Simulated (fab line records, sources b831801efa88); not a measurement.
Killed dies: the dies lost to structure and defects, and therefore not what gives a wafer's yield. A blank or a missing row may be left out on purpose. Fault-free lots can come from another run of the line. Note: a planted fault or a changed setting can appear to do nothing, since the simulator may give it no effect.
A single fault, viewed from 2 desks | flow sky130 | only its own numbers are on each desk; what lay behind them is given at the end

## THE TOOL OWNER'S DESK: pvdSputter-02
The tool's own readings at SKY_CAP2M_SPUTTER_02 (material TiN, target thk 200 nm, time 166.7 s): means of the sampled wafers that have a number, for each lot that ran on this tool. If a lot's mean is further than 4 standard deviations from the usual mean, the lot is out of limits and carries the mark OUT (the distance appears in the brackets).
Columns: A = throttleValvePct at SKY_CAP2M_SPUTTER_02, usual 29.3 %
lot  | first seen here | A
L287 | day 41 13:40    | 28.6
L291 | day 42 21:59    | 28.5
L294 | day 43 14:19    | 28.9
L295 | day 43 22:56    | 28.7
This desk's finding: nothing out of limits on any of the 4 lots.

## FROM THE METROLOGY DESK
Means of the sampled wafers that have a number, per lot and without regard to the tool the lot ran on: this is what the gauges read. If a lot's mean is further than 4 standard deviations from the usual mean, the lot is out of limits and carries the mark OUT (the distance appears in the brackets).
Columns: A = VIA1_W_THK at SKY_VIA1_THK_MEAS_23, usual 267 nm; B = cdNm at SKY_METAL2_CD_MEAS_15, usual 139.8 nm; C = CAP2M_TIN_RS at SKY_CAP2M_RS_MEAS_03, usual 6.91 ohm/sq; D = CAP2M_TIN_THK at SKY_CAP2M_THK_MEAS_04, usual 199.9 nm
lot  | first seen here | A   | B     | C    | D
L282 | day 34 05:42    | 265 | 143.0 | 6.89 | 202.5
L285 | day 35 12:33    | 262 | 139.1 | 6.90 | 201.6
L287 | day 36 01:38    | 269 | 139.9 | 6.87 | 200.7
L290 | day 37 08:43    | 269 | 141.2 | 6.85 | 199.5
L291 | day 37 12:47    | 271 | 139.6 | 7.03 | 199.2
L294 | day 38 08:43    | 271 | 140.4 | 7.07 | 194.6
L295 | day 38 17:49    | 267 | 139.4 | 7.07 | 198.5
L298 | day 39 13:25    | 272 | 138.5 | 6.87 | 204.1
L302 | day 40 18:00    | 269 | 139.4 | 6.90 | 197.0
L303 | day 40 23:13    | 271 | 139.4 | 7.13 | 194.9
This desk's finding: nothing out of limits on any of the 10 lots.

## ALL TOGETHER
The tool owner's desk saw nothing out of limits.
The metrology desk saw nothing out of limits.

## WHAT WAS PUT IN BY THE SIMULATOR
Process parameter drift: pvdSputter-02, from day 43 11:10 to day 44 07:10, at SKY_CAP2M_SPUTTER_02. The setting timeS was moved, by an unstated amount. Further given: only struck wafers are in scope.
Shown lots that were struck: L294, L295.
